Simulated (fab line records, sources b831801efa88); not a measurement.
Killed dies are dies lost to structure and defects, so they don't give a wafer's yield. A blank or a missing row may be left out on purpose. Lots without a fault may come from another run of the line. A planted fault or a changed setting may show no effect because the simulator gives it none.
One fault seen from 2 desks | flow sky130 | each desk has only its own numbers; what lay behind them comes last

THE TOOL OWNER'S DESK: hdpcvd-02
The tool's own readings at SKY_FIELD_ISO_CVD_24 (deposits SiO2, target thk 595 nm, time 99.2 s): means of the sampled wafers that have a number, for each lot that ran on this tool. A lot is out of limits, marked OUT, if its mean lies more than 4 standard deviations from the usual mean; the brackets give that distance.
Columns: A = pressure_mtorr at SKY_FIELD_ISO_CVD_24, usual 5.998 mTorr; B = susceptor_temp_C at SKY_FIELD_ISO_CVD_24, usual 650.0 C
lot  | first seen here | A     | B
L247 | day 2 06:59     | 6.004 | 650.3
L248 | day 2 12:34     | 5.995 | 650.0
L251 | day 3 05:58     | 5.984 | 650.2
L256 | day 4 07:24     | 6.005 | 650.0
This desk's finding: nothing out of limits on any of the 4 lots.

THE METROLOGY DESK
What the gauges read, lot by lot, whatever tool the lot ran on: means of the sampled wafers that have a number. A lot is out of limits, marked OUT, if its mean lies more than 4 standard deviations from the usual mean; the brackets give that distance.
Columns: A = FIELD_ISO_CVD_24_THK at SKY_FIELD_ISO_THK_MEAS_25, usual 599 nm; B = LDD_HVN_OVL at SKY_LDD_HVN_OVL_MEAS_07, usual 1.5 nm; C = RES_XHIGH_RS at SKY_SD_N_RS_MEAS_18, usual 333.4 ohm/sq
lot  | first seen here | A   | B    | C
L247 | day 2 07:04     | 596 | 0.5  | 333.2
L248 | day 2 12:40     | 604 | 3.8  | 331.0
L249 | day 2 18:28     | 597 | 1.0  | 334.7
L251 | day 3 06:02     | 604 | -2.0 | 333.1
L256 | day 4 07:29     | 620 | 2.7  | 334.6
L260 | day 5 04:23     | 593 | 3.1  | 334.0
L261 | day 5 14:07     | 597 | -0.3 | 331.5
L263 | day 6 01:21     | 595 | 3.0  | 333.7
L266 | day 6 13:58     | 595 | -1.2 | 333.2
L268 | day 6 23:34     | 597 | 4.2  | 335.5
This desk's finding: nothing out of limits on any of the 10 lots.

PUT TOGETHER
The tool owner's desk saw nothing out of limits.
The metrology desk saw nothing out of limits.

WHAT THE SIMULATOR HAD PUT IN
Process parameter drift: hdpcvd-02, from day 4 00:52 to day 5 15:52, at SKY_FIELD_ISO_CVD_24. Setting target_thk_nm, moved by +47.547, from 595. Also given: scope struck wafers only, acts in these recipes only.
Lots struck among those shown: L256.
